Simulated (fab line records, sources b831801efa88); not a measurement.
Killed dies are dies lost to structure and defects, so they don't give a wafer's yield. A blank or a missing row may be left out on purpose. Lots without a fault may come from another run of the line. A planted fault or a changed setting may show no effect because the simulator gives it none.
Problem report in the 8D (eight disciplines) form, filled by code | flow sky130 | the parts of the form that need people (team, actions taken, sign-off) are left out

1. THE PROBLEM
killed_at_front_end at SKY_PAD_OPEN_PROBE_99 reads a mean of 58 on 2 wafers of 2 lots; wafers without a fault read 15 with a standard deviation of 4.1. That is +11 standard deviations from the usual mean.
First seen on wafer L433.2, day 50 21:34, on prober-01. The record holds 6 wafers of 2 lots with a number at this step. Rule for "out", or "out of limits": more than 4 standard deviations from the usual mean. The other wafers with a number count as sound.

2. WHAT IT IS AND WHAT IT IS NOT
question                    | is                   | is not
which readings at this step | killed_at_front_end  | killed_at_M4_up, killed_at_other, killed_open, killed_short
which lots                  | L433, L434           | -
which wafers of those lots  | L433.2, L434.2       | L433.1, L433.4, L434.1, L434.4
read on which tools         | prober-01, prober-02 | -
when                        | from day 50 21:34    | up to then (1 sound wafer); but 3 sound wafers of L433, L434 came after

3. SUSPECTS, AND WHAT RULES EACH OUT
Counting: a tool at a process step up to the reading stays a suspect if it ran every lot that is out. Sound lots after the first of them don't rule it out here, since some wafers of a struck lot are sound.
- plasma_asher-01 at SKY_VT_ADJUST_NCORE_STRIP_10 (strips in O2/N2): kept. It ran every lot that is out, first L433 (day 15 02:34).
- rie_metal-04 at SKY_METAL4_DESCUM_15 (chemistry O2, time 8 s): kept. It ran every lot that is out, first L433 (day 47 15:50).
- Within plasma_asher-01 at SKY_VT_ADJUST_NCORE_STRIP_10: the wafers that are out ran in chamber 1; their sound lot-mates ran in chamber 0.
Left after counting: plasma_asher-01 at SKY_VT_ADJUST_NCORE_STRIP_10, rie_metal-04 at SKY_METAL4_DESCUM_15.

4. THE CAUSE (what the simulator had put in)
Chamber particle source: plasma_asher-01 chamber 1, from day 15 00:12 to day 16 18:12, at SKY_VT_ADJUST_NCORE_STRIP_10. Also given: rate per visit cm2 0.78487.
Counting left 2 suspects, and this tool is among them.

5. THE CHAIN OF EFFECTS, in route order
Each row: a reading whose mean over the struck wafers that have a number lies more than 3 standard deviations from the usual. Only readings for which the record gives a usual standard deviation are gone through. hours: the time from each lot's start at the first step in this table that gives one to its start at this step, as a median over the lots. sigmas: the change in usual standard deviations.
hours | step                  | reading             | usual | on struck wafers | change | sigmas
0     | SKY_PAD_OPEN_PROBE_99 | killed_at_front_end | 15    | 58               | +44    | +11
0     | SKY_PAD_OPEN_PROBE_99 | killed_dies         | 87    | 128              | +42    | +4.7
The process steps in it:
- SKY_PAD_OPEN_PROBE_99

6. WHAT WOULD HAVE CAUGHT IT SOONER
In this record the first reading out of limits was taken at day 50 21:34, 861 hours after the fault began at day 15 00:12.
Of the tool readings at SKY_VT_ADJUST_NCORE_STRIP_10 for which the record gives a usual standard deviation, none was out on any struck wafer, so an alarm limit of 4 standard deviations on them would not have fired.
All the lots that are out (2) had begun SKY_VT_ADJUST_NCORE_STRIP_10 on plasma_asher-01 by day 50 21:34. A hold on the tool at that time would have spared none of them.
